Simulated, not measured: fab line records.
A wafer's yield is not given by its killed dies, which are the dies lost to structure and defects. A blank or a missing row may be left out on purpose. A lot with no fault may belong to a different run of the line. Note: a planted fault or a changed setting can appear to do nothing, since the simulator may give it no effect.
Code-filled problem report in 8D (eight disciplines) form -- flow sfq_line -- the parts of the form that need people (team, actions taken, sign-off) are left out

1. WHAT WENT WRONG
rf_fwd_power_W at SFQ_TRILAYER_I2_VIA_BARC_OPEN_VIA_ETCH_096 reads a mean of 294.0 W on 3 wafers of 2 lots; wafers without a fault read 494.7 W with a standard deviation of 2.2. Measured from the usual mean, that is -91 standard deviations.
The step: etches BARC in O2, target depth 125 nm, time 41.7 s.
Seen first at day 46 06:31 on rie_diel-01, wafer L676.2. At this step, 42 wafers from 14 lots have a number in the record. Rule for "out" (also "out of limits"): further than 4 standard deviations from the usual mean. Any other wafer with a number is counted as sound.

2. WHAT IT IS AND WHAT IT IS NOT
question,is,is not
which readings at this step,rf_fwd_power_W,"drypump_motor_current_A, oes_product_au"
which lots,"L676, L679","L662, L663, L664, L665, L666, L667, L668, L669, L680, L681, L683, L684"
which wafers of those lots,"L676.2, L676.6, L679.1","L676.4, L679.2, L679.5"
read on which tools,rie_diel-01,"rie_diel-03, rie_diel-04"
when,from day 46 06:31,"up to then (25 sound wafers); but 14 sound wafers of L679, L680, L681, L683, L684 came after"

3. SUSPECTS, AND WHAT RULES EACH OUT
Counting: a tool at a process step up to the reading stays a suspect if it ran every lot that is out. Sound lots after the first of them don't rule it out here, since some wafers of a struck lot are sound.
- rie_diel-01 at SFQ_TRILAYER_I2_VIA_BARC_OPEN_VIA_ETCH_096 (etches BARC in O2, target depth 125 nm, time 41.7 s): kept. Ran every lot that is out, first one L676 (day 46 06:31); last sound lot up to then L667 (day 44 22:07). On those wafers its own readings are out: rf_fwd_power_W.
- In rie_diel-01 at SFQ_TRILAYER_I2_VIA_BARC_OPEN_VIA_ETCH_096, the wafers that are out were processed in chamber 0 and their sound lot-mates in chambers 1, 3.
Remaining after the count: rie_diel-01 at SFQ_TRILAYER_I2_VIA_BARC_OPEN_VIA_ETCH_096.

4. THE CAUSE (what the simulator had put in)
rie_diel-01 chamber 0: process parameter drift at SFQ_TRILAYER_I2_VIA_BARC_OPEN_VIA_ETCH_096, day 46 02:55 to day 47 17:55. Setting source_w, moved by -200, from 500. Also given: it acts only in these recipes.
Counting left only this tool.

5. THE EFFECT CHAIN, in route order
Each row: a reading whose mean over the struck wafers that have a number lies more than 3 standard deviations from the usual. Only readings for which the record gives a usual standard deviation are gone through. hours: the time from each lot's start at the first step in this table that gives one to its start at this step, as a median over the lots. sigmas: the change in usual standard deviations.
hours,step,reading,usual,on struck wafers,change,sigmas
0,SFQ_TRILAYER_I2_VIA_BARC_OPEN_VIA_ETCH_096,rf_fwd_power_W,494.7 W,294.0,-200.7,-91
Process steps it contains:
- SFQ_TRILAYER_I2_VIA_BARC_OPEN_VIA_ETCH_096: etches BARC in O2, target depth 125 nm, time 41.7 s.
At these later measuring or inspecting steps, every struck wafer for which the step has a row has a number for every such reading, and none has moved that far: SFQ_M4_OVL_MEAS_926, SFQ_I4_BOW_MEAS_927.

6. HOW IT WOULD HAVE BEEN CAUGHT EARLIER
In this record the first reading out of limits was taken at day 46 06:31, 4 hours after the fault began at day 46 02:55.
